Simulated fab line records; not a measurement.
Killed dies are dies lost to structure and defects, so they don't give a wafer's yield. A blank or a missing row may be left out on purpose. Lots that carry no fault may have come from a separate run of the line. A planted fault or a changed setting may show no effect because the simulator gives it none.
Code-filled problem report in 8D (eight disciplines) form ; flow sfqLine ; the parts of the form that need people (team, actions taken, sign-off) are left out

== 1. WHAT IS WRONG ==
oesProductAu at SFQ_TRILAYER_JJ_CE_BARC_OPEN_RIE_150 reads a mean of 0.565 a.u. on 4 wafers of 3 lots; wafers without a fault read 0.537 a.u. with a standard deviation of 0.0048. Relative to the usual mean, that is a shift of +5.7 standard deviations.
The step: chemistry O2, target BARC, target depth 240 nm, time 80 s.
First observed at day 61 04:43: wafer L558.5, on rieMetal-02. Wafers with a number at this step in the record: 42, from 15 lots. The rule behind "out" and "out of limits": a value lying over 4 standard deviations away from the usual mean. All remaining wafers that have a number are taken as sound.

== 2. WHAT IT IS, AND WHAT IT ISN'T ==
question;is;is not
which readings at this step;oesProductAu;biasW, drypumpMotorCurrentA
which lots;L558, L559, L561;L547, L548, L549, L550, L551, L552, L553, L554, L557, L566, L568, L569
which wafers of those lots;L558.5, L559.5, L559.6, L561.6;L558.1, L561.4
read on which tools;rieMetal-02, rieMetal-03, rieMetal-04;-
when;from day 61 04:43;"up to then (28 sound wafers); but 10 sound wafers of L561, L566, L568, L569 came after"

== 3. SUSPECTS, AND WHAT RULES EACH OUT ==
Counting: if a tool at a process step up to the reading ran every lot that is out, it stays a suspect. Sound lots after the first of them don't rule it out here, since some wafers of a struck lot are sound.
- lithoTrack-01 at SFQ_TRILAYER_JJ_CE_LITHO_COAT_119 (resist thk 62 nm): kept. Every lot that is out went through it, the first being L558 (day 57 23:14); the last sound lot it ran before that was L554 (day 52 15:28).
After counting, what remains is lithoTrack-01 at SFQ_TRILAYER_JJ_CE_LITHO_COAT_119.

== 4. THE CAUSE (what the simulator had put in) ==
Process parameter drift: lithoTrack-01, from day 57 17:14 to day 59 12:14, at SFQ_TRILAYER_JJ_CE_LITHO_COAT_119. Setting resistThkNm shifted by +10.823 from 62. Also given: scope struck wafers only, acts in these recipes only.
Counting left only this tool.

== 5. THE CHAIN OF EFFECTS, in route order ==
Rows list readings where the struck wafers' mean (over those with a number) sits beyond 3 standard deviations from the usual. Scope: only readings with a usual standard deviation given in the record; hours: median across lots of the time from each lot's start at the first step in this table that gives one to its start at this step; sigmas: change in usual standard deviations.
hours;step;reading;usual;on struck wafers;change;sigmas
0;SFQ_TRILAYER_JJ_CE_BARC_OPEN_RIE_150;oesProductAu;0.537 a.u.;0.565;+0.027;+5.7
Process steps it contains:
- SFQ_TRILAYER_JJ_CE_BARC_OPEN_RIE_150: chemistry O2, target BARC, target depth 240 nm, time 80 s.

== 6. HOW IT WOULD HAVE BEEN CAUGHT EARLIER ==
In this record no reading fell out of limits until day 61 04:43, 83 hours after the fault had begun at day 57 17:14.
Of the tool readings at SFQ_TRILAYER_JJ_CE_LITHO_COAT_119 for which the record gives a usual standard deviation, none was out on any struck wafer, so an alarm limit of 4 standard deviations on them would not have fired.
Each of the lots that are out, 3 in all, had begun SFQ_TRILAYER_JJ_CE_LITHO_COAT_119 on lithoTrack-01 no later than day 61 04:43. Holding the tool at that point would not have protected any of them.
